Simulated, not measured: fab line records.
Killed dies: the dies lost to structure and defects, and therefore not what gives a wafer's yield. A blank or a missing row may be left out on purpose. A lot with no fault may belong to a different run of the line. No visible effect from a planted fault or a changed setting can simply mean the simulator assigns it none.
Chamber matching ; flow sky130 ; wet bench-04 running SKY_METAL1_STRIP_21: 3 sister chambers
The step strips in post etch residue remover, time 1200 s. 6 wafers are shown with their chamber, then 7 later ones without.

WAFERS WITH THEIR CHAMBER
wafer;chamber;temp c (C)
L325.4;1;72.46
L325.6;1;72.45
L327.5;3;72.49
L327.6;3;72.41
L340.1;0;72.38
L340.3;0;72.52

WAFERS MISSING THEIR CHAMBER
wafer;temp c (C)
L340.5;72.43
L342.1;72.44
L342.4;72.61
L342.5;72.59
L344.1;72.45
L344.2;72.61
L344.4;72.49

WHICH CHAMBER EACH ONE RAN IN
wafer;from the rows above;in truth
L340.5;can't be placed: 0 or 3 or 1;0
L342.1;can't be placed: 0 or 3 or 1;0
L342.4;can't be placed: 1 or 0 or 3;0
L342.5;can't be placed: 1 or 0 or 3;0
L344.1;can't be placed: 0 or 3 or 1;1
L344.2;can't be placed: 1 or 0 or 3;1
L344.4;can't be placed: 1 or 0 or 3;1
Correctly placed: 0 of 7. From these rows, 7 cannot be placed; in 7 the true chamber is one of the candidates. Wrongly placed: 0.
How it was worked out, from the rows above alone: a wafer's distance from a chamber is the root of the sum, over the readings, of the square of ((its reading less the chamber's mean) divided by the reading's scatter). If the next closest chamber is less than 2 further off than the closest, the wafer can't be placed; otherwise it belongs to the closest. For every chamber, the mean is computed from those of its wafers that are shown. The scatter is the square root of a quotient: the sum, over the shown wafers, of each reading's squared deviation from its chamber's mean, divided by wafers minus chambers.
